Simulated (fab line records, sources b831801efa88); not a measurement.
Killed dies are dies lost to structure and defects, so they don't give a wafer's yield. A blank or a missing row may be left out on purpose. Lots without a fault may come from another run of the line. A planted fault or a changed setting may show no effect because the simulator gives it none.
One fault seen from 2 desks | flow sky130 | each desk has only its own numbers; what lay behind them comes last

THE TOOL OWNER'S DESK: iline_stepper-01
The tool's own readings at SKY_NWELL_EXPOSE_07 (exposes mask NWM, target cd 840 nm): means of the sampled wafers that have a number, for each lot that ran on this tool. A lot is out of limits, marked OUT, if its mean lies more than 4 standard deviations from the usual mean; the brackets give that distance.
Columns: A = exposure_dose_mJ_cm2 at SKY_NWELL_EXPOSE_07, usual 254.98
lot  | first seen here | A
L479 | day 4 05:28     | 254.65
L480 | day 4 12:47     | 255.10
L484 | day 5 07:20     | 254.73
L490 | day 6 21:35     | 279.84 (+86) OUT
L491 | day 7 03:17     | 280.01 (+86) OUT
This desk's finding: out of limits on L490, L491; first on L490, day 6 21:35 (exposure_dose_mJ_cm2 at SKY_NWELL_EXPOSE_07). In limits: L479, L480, L484.

THE METROLOGY DESK
What the gauges read, lot by lot, whatever tool the lot ran on: means of the sampled wafers that have a number. A lot is out of limits, marked OUT, if its mean lies more than 4 standard deviations from the usual mean; the brackets give that distance.
Columns: A = FIELD_ISO_OXIDATION_00_THK at SKY_FIELD_ISO_THK_MEAS_02, usual 11.88 nm
lot  | first seen here | A
L479 | day 1 11:38     | 12.10
L480 | day 1 17:07     | 12.25
L481 | day 1 23:24     | 12.19
L484 | day 2 13:24     | 12.28
L490 | day 3 18:38     | 11.60
L491 | day 3 23:38     | 12.12
L494 | day 4 14:38     | 11.77
L498 | day 5 11:41     | 11.82
This desk's finding: nothing out of limits on any of the 8 lots.

PUT TOGETHER
The tool owner's desk could have raised an alarm at day 6 21:35, on L490, L491.
The metrology desk saw nothing out of limits.
The metrology desk has L490, L491 on record, within its limits.
Of the lots named, all ran SKY_NWELL_EXPOSE_07 on iline_stepper-01.

WHAT THE SIMULATOR HAD PUT IN
Process parameter drift: iline_stepper-01, from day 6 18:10 on, at SKY_NWELL_EXPOSE_07. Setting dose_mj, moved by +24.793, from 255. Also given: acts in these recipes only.
Lots struck among those shown: L490, L491.
Hours from the fault's start to each desk's first reading out of limits: the tool owner's desk, 3.
